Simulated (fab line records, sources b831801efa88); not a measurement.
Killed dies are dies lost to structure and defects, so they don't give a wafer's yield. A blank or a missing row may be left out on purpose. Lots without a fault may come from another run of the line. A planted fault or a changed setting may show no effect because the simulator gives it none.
Which tool did it? | flow sky130 | 12 lots, 36 wafers sampled, at 5 steps of a route of 708

WHAT THE GAUGES READ, wafer by wafer
SKY_SONOS_TUNNEL_CD_MEAS_07: target cd 410 nm.
lot  | measured     | on        | cd_nm (nm)
L800 | day 11 04:11 | cd_sem-02 | 406.9 407.5 408.2
L801 | day 12 05:28 | cd_sem-01 | 412.9 412.3 411.9
L802 | day 12 05:44 | cd_sem-01 | 411.8 407.8 411.0
L803 | day 12 10:58 | cd_sem-02 | 409.5 408.7 408.6
L806 | day 13 11:11 | cd_sem-02 | 407.0 406.3 408.1
L808 | day 13 21:44 | cd_sem-02 | 412.3 411.2 409.8
L811 | day 15 11:40 | cd_sem-01 | 411.8 413.4 412.7
L819 | day 18 05:28 | cd_sem-01 | 405.0 409.0 406.8
L821 | day 18 06:04 | cd_sem-02 | 408.5 408.9 407.9
L820 | day 18 17:52 | cd_sem-01 | 410.6 409.6 410.0
L822 | day 19 04:46 | cd_sem-01 | 413.1 413.0 410.7
L823 | day 19 05:41 | cd_sem-02 | 407.4 410.6 407.9

SKY_LDD_HVP_OVL_MEAS_07.
lot  | measured     | on         | LDD_HVP_OVL (nm)
L800 | day 21 04:37 | overlay-01 | 0.5 -1.4 0.2
L801 | day 22 14:18 | overlay-02 | -1.0 -1.1 -0.3
L802 | day 22 13:14 | overlay-02 | -0.6 -0.7 -0.4
L803 | day 22 20:35 | overlay-02 | -2.5 -0.2 -1.2
L806 | day 24 00:29 | overlay-02 | -2.8 -1.7 -1.3
L808 | day 24 15:22 | overlay-01 | -0.2 1.4 1.2
L811 | day 26 03:02 | overlay-01 | 1.0 0.4 1.7
L819 | day 28 20:59 | overlay-01 | 0.4 -0.3 -1.5
L821 | day 28 21:37 | overlay-01 | -2.6 -2.8 -3.2
L820 | day 29 06:34 | overlay-02 | -0.6 -3.3 -0.2
L822 | day 29 15:28 | overlay-01 | -0.8 -1.1 0.0
L823 | day 29 18:05 | overlay-02 | -0.1 -1.1 -0.1

SKY_SPACER_THK_MEAS_01.
lot  | measured     | on            | SPACER_CVD_00_THK (nm)
L800 | day 22 14:04 | film_metro-04 | 43.0 43.3 43.3
L801 | day 23 22:56 | film_metro-01 | 43.4 43.6 43.4
L802 | day 23 20:23 | film_metro-04 | 42.2 42.3 42.4
L803 | day 24 04:17 | film_metro-04 | 43.1 43.3 43.3
L806 | day 25 09:35 | film_metro-01 | 42.6 42.8 42.8
L808 | day 26 00:04 | film_metro-02 | 43.2 42.9 43.0
L811 | day 27 09:29 | film_metro-04 | 75.0 75.2 75.2 75.0 75.1 75.2
L819 | day 30 04:13 | film_metro-01 | 43.0 42.5 42.9
L821 | day 30 04:13 | film_metro-02 | 43.4 43.0 43.0
L820 | day 30 12:56 | film_metro-04 | 43.5 43.3 43.5
L822 | day 30 21:22 | film_metro-04 | 42.6 42.0 42.4
L823 | day 31 00:59 | film_metro-01 | 43.0 43.6 43.1

SKY_POLY_CUT_CD_MEAS_08: target cd 270 nm.
lot  | measured     | on        | cd_nm (nm)
L800 | day 24 00:12 | cd_sem-01 | 269.6 269.3 269.1
L801 | day 25 04:43 | cd_sem-02 | 272.5 271.1 273.2
L802 | day 25 02:51 | cd_sem-01 | 270.6 271.6 271.6
L803 | day 25 10:24 | cd_sem-01 | 270.8 268.5 269.1
L806 | day 26 14:53 | cd_sem-01 | 270.9 270.8 272.5
L808 | day 27 04:46 | cd_sem-02 | 270.7 271.7 272.6
L819 | day 31 06:48 | cd_sem-02 | 270.8 270.2 271.1
L821 | day 31 07:16 | cd_sem-02 | 272.5 272.2 271.5
L820 | day 31 16:11 | cd_sem-01 | 270.8 270.4 269.5
L822 | day 31 23:49 | cd_sem-02 | 271.6 269.0 270.5
L823 | day 32 04:08 | cd_sem-02 | 268.4 271.7 271.3

WHICH TOOL RAN EACH LOT (tool, then ch and the chambers of the sampled wafers, then the start)
lot  | SKY_SPACER_CVD_00
L800 | lpcvd-02 ch 1, day 22 12:50
L801 | lpcvd-02 ch 1, day 23 21:44
L802 | lpcvd-02 ch 0, day 23 19:10
L803 | lpcvd-02 ch 1, day 24 03:05
L806 | lpcvd-02 ch 1, day 25 08:22
L808 | lpcvd-02 ch 1, day 25 22:51
L811 | lpcvd-02 ch 1, day 27 08:15
L819 | lpcvd-02 ch 0, day 30 03:01
L821 | lpcvd-02 ch 1, day 30 03:01
L820 | lpcvd-02 ch 1, day 30 11:44
L822 | lpcvd-02 ch 0, day 30 20:10
L823 | lpcvd-02 ch 1, day 30 23:46
- SKY_SPACER_CVD_00: deposits Si3N4 from DCS/NH3, target thk 43.1 nm, time 740 s.

WHAT THE TOOLS THEMSELVES READ (means of the sampled wafers that have a number; where no wafer has one, the mark that the record gives instead)
SKY_SPACER_CVD_00.
lot  | tool     | spike_tc_bottom_C (C) | spike_tc_centre_C (C) | spike_tc_lower_C (C) | spike_tc_top_C (C) | spike_tc_upper_C (C) | susceptor_temp_C (C) | zone_power_bottom_pct (%) | zone_power_centre_pct (%) | zone_power_lower_pct (%) | zone_power_upper_pct (%)
L800 | lpcvd-02 | 787.2                 | 771.1                 | 771.4                | 786                | 770.7                | 769.8                | 19.4                      | 12.7                      | 13.81                    | 13.2
L801 | lpcvd-02 | 787.2                 | 770.7                 | 771.2                | 786                | 770.0                | 769.9                | 19.4                      | 12.5                      | 13.91                    | 13.2
L802 | lpcvd-02 | 788.2                 | 771.8                 | 769.8                | 779                | 768.4                | 770.0                | 18.6                      | 13.3                      | 13.81                    | 13.9
L803 | lpcvd-02 | 787.6                 | 769.8                 | 770.8                | 786                | 770.8                | 770.4                | 19.4                      | 12.6                      | 14.00                    | 13.2
L806 | lpcvd-02 | 788.6                 | 770.0                 | 771.6                | 785                | 771.5                | 770.5                | 19.4                      | 12.7                      | 13.98                    | 13.2
L808 | lpcvd-02 | 787.2                 | 771.3                 | 771.9                | 787                | 770.7                | 769.7                | 19.5                      | 12.6                      | 13.82                    | 13.3
L811 | lpcvd-02 | 840.7                 | 824.2                 | 824.1                | 838                | 823.2                | 823.1                | 22.1                      | 14.4                      | 15.80                    | 15.2
L819 | lpcvd-02 | 789.3                 | 770.6                 | 770.4                | 779                | 768.3                | 769.8                | 18.4                      | 13.1                      | 13.80                    | 13.9
L821 | lpcvd-02 | 786.5                 | 771.2                 | 770.5                | 786                | 770.8                | 770.3                | 19.7                      | 12.6                      | 13.82                    | 13.3
L820 | lpcvd-02 | 787.3                 | 771.2                 | 770.7                | 787                | 770.6                | 769.4                | 19.5                      | 12.8                      | 13.81                    | 13.2
L822 | lpcvd-02 | 787.8                 | 772.5                 | 769.8                | 781                | 766.6                | 770.0                | 18.5                      | 13.2                      | 13.93                    | 14.0
L823 | lpcvd-02 | 787.0                 | 771.9                 | 771.5                | 785                | 770.2                | 769.7                | 19.5                      | 12.7                      | 13.97                    | 13.1

THE ANSWER, worked out from the rows above alone
Rule: what is usual is taken from the lots themselves. Put in order of their means at a reading, lots are off if they are a third of the lots or fewer, leave a main group of 4 or more, and stand apart from it by a gap of 3 or more times the standard deviation of the main group's means; of several such gaps the widest counts. A main group whose means are all the same, to the digits that the tables above print for the reading, isn't used. A lot without any number at a reading at which 4 lots or more have one is off too. The other lots that the step has rows for count as sound. The gauges are gone through in route order, then the tools' own readings, and for those a lot's mean is taken as printed above. The first step at which some lot is off is used, and at that step the reading that is off furthest; a lot without a number counts as furthest.
Off: L811, at SKY_SPACER_THK_MEAS_01 (SPACER_CVD_00_THK). The main group: mean 43.0 nm, standard deviation 0.38.
A tool fits if, at a process step before that reading, it ran every lot that is off, and no sound lot after the first of them. The gauges at SKY_SPACER_THK_MEAS_01 aren't tried: what is off there is off at SKY_SPACER_CVD_00 too, on other tools, and a gauge's error can't cause that. None of those tried fits.

WHAT THE SIMULATOR HAD PUT IN
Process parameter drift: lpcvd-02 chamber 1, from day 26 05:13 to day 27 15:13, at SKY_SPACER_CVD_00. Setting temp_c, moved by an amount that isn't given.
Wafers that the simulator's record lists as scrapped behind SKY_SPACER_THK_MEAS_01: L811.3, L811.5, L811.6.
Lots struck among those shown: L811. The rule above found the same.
